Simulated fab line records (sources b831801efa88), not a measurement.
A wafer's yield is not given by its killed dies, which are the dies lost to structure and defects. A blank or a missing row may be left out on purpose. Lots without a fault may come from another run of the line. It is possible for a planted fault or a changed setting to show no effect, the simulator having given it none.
Chamber matching + flow gf180mcu + 4 sister chambers for GF_SAB_ETCH_11 on rie-diel-02
The step etches SiO2 in C4F8/O2/Ar, target depth 55 nm, time 8.5 s. 4 wafers are shown with their chamber, then 9 later ones without.

## WAFERS PAIRED WITH THEIR CHAMBERS
| wafer  | chamber | oes-product-au (a.u.) |
|--------|---------|-----------------------|
| L080.6 | 1       | 0.988                 |
| L087.1 | 3       | 0.993                 |
| L087.4 | 2       | 0.996                 |
| L087.6 | 0       | 0.996                 |

## WAFERS WITH NO CHAMBER GIVEN
| wafer  | oes-product-au (a.u.) |
|--------|-----------------------|
| L091.1 | 0.999                 |
| L091.2 | 0.999                 |
| L091.3 | 0.986                 |
| L095.1 | 1.005                 |
| L095.2 | 1.007                 |
| L095.4 | 1.010                 |
| L097.2 | 0.991                 |
| L097.3 | 0.989                 |
| L097.4 | 1.000                 |

## THE CHAMBER EACH PASSED THROUGH
| wafer  | from the rows above               | in truth |
|--------|-----------------------------------|----------|
| L091.1 | can't be placed: 0 or 2 or 3 or 1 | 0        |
| L091.2 | can't be placed: 0 or 2 or 3 or 1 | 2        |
| L091.3 | can't be placed: 1 or 3 or 0 or 2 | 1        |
| L095.1 | can't be placed: 0 or 2 or 3 or 1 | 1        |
| L095.2 | can't be placed: 0 or 2 or 3 or 1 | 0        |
| L095.4 | can't be placed: 0 or 2 or 3 or 1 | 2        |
| L097.2 | can't be placed: 3 or 1 or 0 or 2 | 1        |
| L097.3 | can't be placed: 1 or 3 or 0 or 2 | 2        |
| L097.4 | can't be placed: 0 or 2 or 3 or 1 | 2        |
0 of 9 placed correctly. From these rows, 9 cannot be placed; in 9 the true chamber is one of the candidates. Placed wrongly: 0.
How it was worked out, from the rows above alone: a wafer's distance from a chamber is the root of the sum, over the readings, of the square of ((its reading less the chamber's mean) divided by the reading's scatter). If the next closest chamber is less than 2 further off than the closest, the wafer can't be placed; otherwise it belongs to the closest. For every chamber, the mean is computed from those of its wafers that are shown. The scatter: root of mean squared gap, hidden wafer to nearest shown wafer, with one shown wafer a chamber.
